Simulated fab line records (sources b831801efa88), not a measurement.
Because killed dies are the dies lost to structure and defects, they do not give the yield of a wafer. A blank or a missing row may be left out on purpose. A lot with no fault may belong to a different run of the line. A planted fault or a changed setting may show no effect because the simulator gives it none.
Which tool was responsible? || flow gf180mcu || 6 lots, 18 wafers sampled, at 2 steps of a route of 602

== WHAT THE GAUGES SHOWED, per wafer ==
GF_CONTACT_RS_MEAS_25: uses a four-point probe to measure.
{"lot": "L588", "measured": "day 16 20:49", "on": "film_metro-04", "CONTACT_W_RS (ohm/sq)": "0.387 0.381 0.389"}
{"lot": "L592", "measured": "day 18 18:41", "on": "film_metro-02", "CONTACT_W_RS (ohm/sq)": "0.391 0.385 0.386"}
{"lot": "L596", "measured": "day 20 05:38", "on": "film_metro-03", "CONTACT_W_RS (ohm/sq)": "0.382 0.378 0.383"}
{"lot": "L600", "measured": "day 21 12:47", "on": "film_metro-03", "CONTACT_W_RS (ohm/sq)": "0.326 0.327 0.329"}
{"lot": "L603", "measured": "day 22 08:25", "on": "film_metro-04", "CONTACT_W_RS (ohm/sq)": "0.378 0.367 0.366"}
{"lot": "L609", "measured": "day 24 11:23", "on": "film_metro-02", "CONTACT_W_RS (ohm/sq)": "0.365 0.382 0.376"}

== TOOL THAT RAN EACH LOT (tool first, then ch and the chambers of the sampled wafers, then the start) ==
{"lot": "L588", "GF_CONTACT_CVD_24": "cvd_w-01 ch 0,1, day 16 20:43"}
{"lot": "L592", "GF_CONTACT_CVD_24": "cvd_w-01 ch 0, day 18 18:35"}
{"lot": "L596", "GF_CONTACT_CVD_24": "cvd_w-01 ch 0,1, day 20 05:30"}
{"lot": "L600", "GF_CONTACT_CVD_24": "cvd_w-01 ch 0,1, day 21 12:41"}
{"lot": "L603", "GF_CONTACT_CVD_24": "cvd_w-02 ch 0,1, day 22 08:19"}
{"lot": "L609", "GF_CONTACT_CVD_24": "cvd_w-02 ch 0,1, day 24 11:17"}
- GF_CONTACT_CVD_24: deposits W, target thk 300 nm, time 90.339 s.

== THE ANSWER, worked out from the rows above alone ==
Rule: usual is defined by the lots themselves. The widest of any qualifying gaps counts: lots, ordered by their means at a reading, are off when they make up no more than a third of the lots, leave a main group of 4 or more, and stand apart from it by 3 or more times the standard deviation of that group's means. The tables above print the reading to a certain number of digits; a main group whose means all agree to those digits is not used. Also off: a lot with no number at a reading for which 4 or more lots have one. The other lots that the step has rows for count as sound.
Off: at GF_CONTACT_RS_MEAS_25 (CONTACT_W_RS), L600. The main group: mean 0.380 ohm/sq, standard deviation 0.0065.
If a tool, at a process step before that reading, ran all the lots that are off and no sound lot after the first of them, it fits. The gauges at GF_CONTACT_RS_MEAS_25 are tried like those tools. 2 tools fit, cvd_w-01 at GF_CONTACT_CVD_24 and film_metro-03 at GF_CONTACT_RS_MEAS_25, so this cannot tell which one it is.

== WHAT THE SIMULATOR PUT IN ==
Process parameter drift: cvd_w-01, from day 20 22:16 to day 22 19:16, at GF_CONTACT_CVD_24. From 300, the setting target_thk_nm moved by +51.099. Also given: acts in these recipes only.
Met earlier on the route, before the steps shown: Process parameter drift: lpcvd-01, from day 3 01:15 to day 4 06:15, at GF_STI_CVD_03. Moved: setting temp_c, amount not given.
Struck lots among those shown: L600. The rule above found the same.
